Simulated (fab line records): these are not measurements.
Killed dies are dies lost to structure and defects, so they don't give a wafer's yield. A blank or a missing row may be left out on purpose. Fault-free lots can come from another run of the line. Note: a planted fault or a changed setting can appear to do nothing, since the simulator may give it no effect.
What tool caused it? -- flow gf180mcu -- Sampling: 6 lots, 18 wafers, 3 of 602 route steps

## WHAT THE GAUGES SHOWED, per wafer
GF_SAB_THK_MEAS_01.
lot,measured,on,SAB_CVD_00_THK (nm)
L612,day 14 21:37,film_metro-02,49.4 49.2 49.5
L616,day 16 06:43,film_metro-02,50.3 50.9 50.9
L619,day 18 03:25,film_metro-04,50.0 51.3 51.2
L626,day 20 06:22,film_metro-04,39.7 40.6 40.7 39.7 40.6 40.7
L627,day 20 11:49,film_metro-02,49.4 49.2 49.4
L631,day 22 00:58,film_metro-02,48.7 50.7 49.3

## TOOL THAT RAN EACH LOT (tool first, then ch and the chambers of the sampled wafers, then the start)
lot,GF_PSD_STRIP_10,GF_SAB_CVD_00
L612,"plasma_asher-02 ch 0,1, day 14 21:03","pecvd-04 ch 0,2, day 14 21:35"
L616,"plasma_asher-04 ch 0,1, day 16 06:11","pecvd-02 ch 0,2, day 16 06:41"
L619,"plasma_asher-03 ch 0,1, day 18 02:51","pecvd-04 ch 0,1, day 18 03:23"
L626,"plasma_asher-02 ch 0,1, day 20 05:48","pecvd-04 ch 0,1,2, day 20 06:20"
L627,"plasma_asher-02 ch 0,1, day 20 11:15","pecvd-03 ch 0,2, day 20 11:47"
L631,"plasma_asher-04 ch 0,1, day 22 00:24","pecvd-02 ch 0,1, day 22 00:56"
- GF_PSD_STRIP_10: strips in O2/N2.
- GF_SAB_CVD_00: deposits SiO2 from TEOS, target thk 50 nm, time 4.9302 s.

## THE ANSWER, worked out from the rows above alone
Rule: what is usual is taken from the lots themselves. Put in order of their means at a reading, lots are off if they are a third of the lots or fewer, leave a main group of 4 or more, and stand apart from it by a gap of 3 or more times the standard deviation of the main group's means; of several such gaps the widest counts. The tables above print the reading to a certain number of digits; a main group whose means all agree to those digits is not used. A lot without any number at a reading at which 4 lots or more have one is off too. Any other lot the step has rows for is counted as sound.
Off: at GF_SAB_THK_MEAS_01 (SAB_CVD_00_THK), L626. The main group has a mean of 50.0 nm with a standard deviation of 0.66.
A tool fits if, at a process step before that reading, it ran every lot that is off, and no sound lot after the first of them. Those tools and the gauges at GF_SAB_THK_MEAS_01 are tried in the same way. 2 tools fit, pecvd-04 at GF_SAB_CVD_00 and film_metro-04 at GF_SAB_THK_MEAS_01, so this cannot tell which one it is.

## WHAT THE SIMULATOR HAD INSERTED
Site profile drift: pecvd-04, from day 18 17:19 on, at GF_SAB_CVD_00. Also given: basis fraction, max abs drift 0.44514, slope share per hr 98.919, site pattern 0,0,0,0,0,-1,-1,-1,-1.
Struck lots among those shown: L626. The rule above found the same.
